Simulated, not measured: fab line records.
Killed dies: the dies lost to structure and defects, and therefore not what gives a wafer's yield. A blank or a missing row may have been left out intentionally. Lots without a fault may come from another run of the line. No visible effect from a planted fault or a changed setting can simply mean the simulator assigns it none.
Chamber matching -- flow sky130 -- SKY_VIA3_CMP_24 on cmp-01: 4 sister chambers
The step polishes, stops on SiO2, t overpolish 20 s, target thk 0 nm. 14 wafers are shown with their chamber, then 6 later ones without.

WAFERS, EACH WITH ITS CHAMBER
wafer,chamber,motorCurrentA (A),timeToEndpointS (s),platenRpm (rpm)
L630.1,3,10.8,94,60.00
L630.2,0,11.1,93,60.05
L630.5,0,10.7,90,60.05
L638.4,0,10.9,99,60.07
L640.2,3,10.2,102,60.02
L642.3,2,13.1,93,59.99
L642.5,2,12.8,96,60.03
L642.6,1,9.6,93,60.02
L644.1,3,10.8,100,60.00
L644.2,1,9.5,95,59.98
L644.6,2,12.6,97,59.98
L645.1,2,12.7,96,60.07
L645.3,0,10.8,92,60.00
L645.5,3,10.1,101,60.08

SIGNATURES (means of the wafers above)
reading,chamber 0,chamber 1,chamber 2,chamber 3,scatter within a chamber
motorCurrentA,10.875,9.550,12.800,10.475,0.257
timeToEndpointS,93.50,94.00,95.50,99.25,3.08
platenRpm,60.0425,60.0000,60.0175,60.0250,0.0358
Rule: a wafer's distance from a chamber is the root of the sum, over the readings, of the square of ((its reading less the chamber's mean) divided by the reading's scatter). If the next closest chamber is less than 2 further off than the closest, the wafer can't be placed; otherwise it belongs to the closest. The scatter: the root of (the sum of the squares of (reading less its chamber's mean) over the shown wafers, divided by (wafers less chambers)).

WAFERS MISSING THEIR CHAMBER
wafer,motorCurrentA (A),timeToEndpointS (s),platenRpm (rpm)
L648.3,10.5,94,60.02
L648.4,9.2,97,60.02
L648.5,10.6,102,59.96
L652.1,9.1,99,60.02
L652.2,10.5,102,60.04
L652.4,11.0,99,60.03

CHAMBER TAKEN BY EACH
wafer,from the rows above,in truth
L648.3,can't be placed: 0 or 3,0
L648.4,1,1
L648.5,can't be placed: 3 or 0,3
L652.1,1,1
L652.2,3,3
L652.4,can't be placed: 0 or 3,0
3 of 6 placed correctly. These rows do not allow placing 3 (true chamber among the candidates in 3). 0 placed wrongly.
